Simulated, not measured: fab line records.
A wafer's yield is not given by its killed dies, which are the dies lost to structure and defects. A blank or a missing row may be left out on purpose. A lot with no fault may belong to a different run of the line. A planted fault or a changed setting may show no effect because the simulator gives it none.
2 desks, one fault    flow sky130    only its own numbers are on each desk; what lay behind them is given at the end

AT THE METROLOGY DESK
What the gauges read for every lot (on any tool): the sampled wafers with a number, averaged. The brackets show how far a lot's mean lies from the usual mean; more than 4 standard deviations puts the lot out of limits, marked OUT.
Columns: A = VT_ADJUST_HVTP_TW at SKY_VT_ADJUST_HVTP_TW_MEAS_11, usual 1361; B = SD_N_RS at SKY_SD_N_RS_MEAS_16, usual 68.62 ohm/sq; C = METAL2_OVL at SKY_METAL2_OVL_MEAS_16, usual -4 nm
lot   first seen here  A     B                 C
L529  day 6 03:45      1372  68.53             3
L531  day 6 19:14      1359  68.62             4
L533  day 7 05:56      1373  68.69             -14
L534  day 7 09:03      1373  69.76 (+10) OUT   -6
L535  day 7 15:18      1349  69.82 (+11) OUT   -18
L536  day 7 22:39      1376  69.61 (+9.0) OUT  0
L545  day 10 12:16     1347  68.66             -4
L546  day 10 17:06     1349  68.63             5
L548  day 11 02:16     1347  68.72             -5
L551  day 11 19:52     1362  68.57             -11
L552  day 12 11:41     1362  68.67             -0
Per this desk, out of limits: L534, L535, L536; the first was L534, day 29 13:05 (SD_N_RS at SKY_SD_N_RS_MEAS_16). In limits: L529, L531, L533, L545, L546, L548, L551, L552.

AT THE TOOL OWNER'S DESK: implanter-04
The tool's own readings at SKY_SD_N_IMPLANT_09: means of the sampled wafers that have a number, for each lot that ran on this tool. The brackets show how far a lot's mean lies from the usual mean; more than 4 standard deviations puts the lot out of limits, marked OUT.
Columns: A = beam energy keV at SKY_SD_N_IMPLANT_09, usual 50.002; B = dose ions cm2 at SKY_SD_N_IMPLANT_09, usual 3.999e+15
lot   first seen here  A       B
L529  day 27 22:10     49.997  3.998e+15
L533  day 29 07:41     50.005  3.999e+15
L534  day 29 12:20     49.985  3.505e+15 (-99 or more) OUT
L535  day 30 04:08     50.022  3.503e+15 (-99 or more) OUT
L536  day 30 09:33     50.008  3.504e+15 (-99 or more) OUT
L545  day 33 14:04     50.005  4.003e+15
L546  day 34 02:22     50.014  4.002e+15
L548  day 34 10:03     50.003  3.998e+15
L551  day 35 02:07     49.978  4.005e+15
L552  day 35 16:32     50.002  3.999e+15
This desk finds L534, L535, L536 out of limits, L534 being first, at day 29 12:20 (dose ions cm2 at SKY_SD_N_IMPLANT_09). In limits: L529, L533, L545, L546, L548, L551, L552.

PUT TOGETHER
At day 29 12:20, on L534, L535, L536, the tool owner's desk was in a position to raise an alarm.
L534, L535, L536 would have let the metrology desk raise an alarm at day 29 13:05.
All the named lots went through SKY_SD_N_IMPLANT_09 on implanter-04.

WHAT THE SIMULATOR HAD INSERTED
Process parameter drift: implanter-04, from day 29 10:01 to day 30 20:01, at SKY_SD_N_IMPLANT_09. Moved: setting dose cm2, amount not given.
Shown lots that were struck: L534, L535, L536.
Fault start to first reading out of limits, in hours, per desk: tool owner, 2; metrology, 3.
